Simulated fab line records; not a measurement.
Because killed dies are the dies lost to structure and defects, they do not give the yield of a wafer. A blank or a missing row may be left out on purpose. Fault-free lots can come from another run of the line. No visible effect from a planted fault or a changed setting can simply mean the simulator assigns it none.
A lot that was struck, set against a sound lot -- flow sfq line -- 19 out of 325 route steps
Sound: the wafers L646.2, L646.4, L646.6. Struck: wafers L659.1, L659.4, L659.6. The cause comes at the end.
Order at every step that has rows: each side's tool, ch and its chambers, its first start. Under that, the readings that differ: sound wafers -- struck wafers -- difference of the means -- sigmas: that difference in standard deviations of wafers without a fault.
alike: readings whose means differ by less than 2 such deviations, and words and numbers that are the same on both sides. not compared: withheld readings, readings that some wafer has no value for, bounds like >300 that may hide the same value, and numbers for which the record gives no deviation and whose values overlap.
Wherever a step has rows on one side only, a row that says differs or no value, or a row with sigmas, the two part there. Numbers that don't overlap but have no deviation are shown without sigmas and don't part them. A reading missing from all wafers of one side parts the sides only when that side holds two or more wafers.

first, 2 steps without rows for these wafers: SFQ_TRILAYER_M5_STRIP_SOLV_CLEAN_128 (cleans in NMP, time 600 s); SFQ_TRILAYER_A5B_DEP_PECVD_129 (deposits SiO2 from SiH4/N2O, time 133.33 s, target thk 600 nm).
SFQ_TRILAYER_A5B_CMP_CMP_130: polishes, stops on Nb, target thk 340.7 nm.
  sound on cmp-01 ch 0,3, day 56 07:35; struck on cmp-02 ch 1,2,3, day 59 14:07
  alike: head pressure psi, motor current A
after that, 1 step had no rows for these wafers: SFQ_TRILAYER_A5B_METRO_MEASURE_131.
SFQ_TRILAYER_R5_DEP_SPUTTER_132: material Ti, target thk 5 nm, time 5 s.
  sound on pvd sputter-05, day 56 11:47; struck on pvd sputter-06, day 59 17:49
  alike: cathode dc power W, throttle valve pct
SFQ_TRILAYER_R5_DEP_SPUTTER_133: material MoNx, target thk 40 nm, time 66.7 s.
  sound on pvd sputter-05, day 56 11:49; struck on pvd sputter-06, day 59 17:50
  alike: cathode dc power W, throttle valve pct
SFQ_TRILAYER_R5_DEP_SPUTTER_134: material Ti, target thk 5 nm, time 5 s.
  sound on pvd sputter-05, day 56 11:52; struck on pvd sputter-06, day 59 17:53
  alike: cathode dc power W, throttle valve pct
SFQ_R5_RS_MEAS_933: measurement is done with a four-point probe.
  sound on film metro-02, day 56 11:54; struck on film metro-02, day 59 17:54
  alike: R5_MONX_RS
SFQ_R5_THK_MEAS_934: measures by xrf.
  sound on film metro-02, day 56 12:01; struck on film metro-02, day 59 18:01
  alike: R5_MONX_THK
then, 3 steps without rows for these wafers: SFQ_TRILAYER_R5_LITHO_COAT_141 (resist thk 62 nm); SFQ_TRILAYER_R5_LITHO_COAT_136 (resist thk 600 nm); SFQ_TRILAYER_R5_LITHO_SOFTBAKE_140.
-- the record jumps here: 5 days lie between the struck wafers' starts before and after --
SFQ_TRILAYER_R5_LITHO_EXPOSE_137: exposes mask R5, target cd 500 nm.
  sound on krf scanner-02 ch 0, day 62 06:37; struck on krf scanner-02 ch 0, day 65 01:25
reading,sound,struck,difference,sigmas
exposure dose mJ cm2,14.407 14.394 14.413,14.998 15.020 15.012,+0.605,+40
  alike: mask
then, 2 steps without rows for these wafers: SFQ_TRILAYER_R5_LITHO_PEB_139 (peb time 60 s); SFQ_TRILAYER_R5_LITHO_DEVELOP_138 (time 60 s).
SFQ_R5_OVL_MEAS_935:
  sound on overlay-02, day 62 07:56; struck on overlay-01, day 65 02:55
  alike: R5_OVL
SFQ_TRILAYER_R5_BARC_OPEN_METAL_ETCH_177: etches BARC in O2, target depth 125 nm, time 41.7 s.
  sound on rie metal-04 ch 0,1, day 62 07:58; struck on rie metal-01 ch 0,1, day 65 02:58
reading,sound,struck,difference,sigmas
model.R5.cd nm (nm),498.9 499 497.9,494.1 494.1 493.3,-4.8,
  alike: drypump motor current A, oes product au
  not compared: rf hours counter h
SFQ_TRILAYER_R5_ETCH_METAL_ETCH_139: etches the open film in Cl2, stops on SiO2, target depth 60 nm, time 40 s.
  sound on rie metal-04 ch 0,1, day 62 08:01; struck on rie metal-01 ch 0,1, day 65 03:01
reading,sound,struck,difference,sigmas
model.R5.cd nm (nm),499.2 499.4 498.1,494.1 493.8 493.6,-5.1,
  alike: drypump motor current A, oes product au
  not compared: rf hours counter h
SFQ_TRILAYER_R5_STRIP_STRIP_140: strips in O2.
  sound on rie metal-04 ch 0,1, day 62 08:05; struck on rie metal-01 ch 0,1, day 65 03:05
  alike: drypump motor current A, oes product au
  not compared: rf hours counter h

WHERE THEY PART
Within this record, at SFQ_TRILAYER_R5_LITHO_EXPOSE_137 only. Later steps at which nothing parts them and some readings are alike: SFQ_R5_OVL_MEAS_935, SFQ_TRILAYER_R5_BARC_OPEN_METAL_ETCH_177, SFQ_TRILAYER_R5_ETCH_METAL_ETCH_139, SFQ_TRILAYER_R5_STRIP_STRIP_140.

WHY: what had been put in by the simulator
Drift in process parameters on krf scanner-02 at SFQ_TRILAYER_R5_LITHO_EXPOSE_137, starting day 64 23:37. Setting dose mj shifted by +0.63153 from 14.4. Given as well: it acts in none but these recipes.
